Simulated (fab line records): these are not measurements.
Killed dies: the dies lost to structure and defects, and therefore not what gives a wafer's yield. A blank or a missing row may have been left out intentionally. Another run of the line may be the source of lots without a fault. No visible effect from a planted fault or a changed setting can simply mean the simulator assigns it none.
The tool behind it: which one? | flow sfq-line | Sampling: 7 lots, 21 wafers, 2 of 325 route steps

== WHAT EACH GAUGE READ, for each wafer ==
SFQ_I0_BOW_MEAS_907.
lot  | measured     | on            | I0_BOW (um)
L782 | day 11 18:27 | film-metro-01 | -4 13 -6
L785 | day 12 21:19 | film-metro-04 | 10 -7 15
L787 | day 13 15:30 | film-metro-04 | -9 -11 -1
L790 | day 14 09:34 | film-metro-01 | 4 4 -1
L792 | day 14 17:55 | film-metro-01 | -1 8 2
L795 | day 15 04:43 | film-metro-04 | -3 -4 -5
L800 | day 18 04:34 | film-metro-02 | 3 10 -7 - - -

== WHICH TOOL RAN EACH LOT (tool, then ch and the chambers of the sampled wafers, then the start) ==
lot  | SFQ_TRILAYER_I0_CMP_CMP_028
L782 | cmp-01 ch 0,1,3, day 11 16:27
L785 | cmp-01 ch 0,2,3, day 12 19:16
L787 | cmp-01 ch 0,1,3, day 13 13:00
L790 | cmp-01 ch 0,2,3, day 14 07:30
L792 | cmp-01 ch 0,1, day 14 14:53
L795 | cmp-02 ch 1,2,3, day 15 02:43
L800 | cmp-02 ch 0,1,2, day 18 03:04
- SFQ_TRILAYER_I0_CMP_CMP_028: polishes SiO2.

== THE ANSWER, worked out from the rows above alone ==
Rule: the usual values come from the lots themselves. The widest of any qualifying gaps counts: lots, ordered by their means at a reading, are off when they make up no more than a third of the lots, leave a main group of 4 or more, and stand apart from it by 3 or more times the standard deviation of that group's means. If all means in a main group match to the digits the tables above print for the reading, that group is not used. Also off: a lot with no number at a reading for which 4 or more lots have one. Where the step has rows for the other lots, those lots are counted as sound.
No lot is off on any of the readings shown, so nothing can be concluded from this.

== WHAT THE SIMULATOR HAD PUT IN ==
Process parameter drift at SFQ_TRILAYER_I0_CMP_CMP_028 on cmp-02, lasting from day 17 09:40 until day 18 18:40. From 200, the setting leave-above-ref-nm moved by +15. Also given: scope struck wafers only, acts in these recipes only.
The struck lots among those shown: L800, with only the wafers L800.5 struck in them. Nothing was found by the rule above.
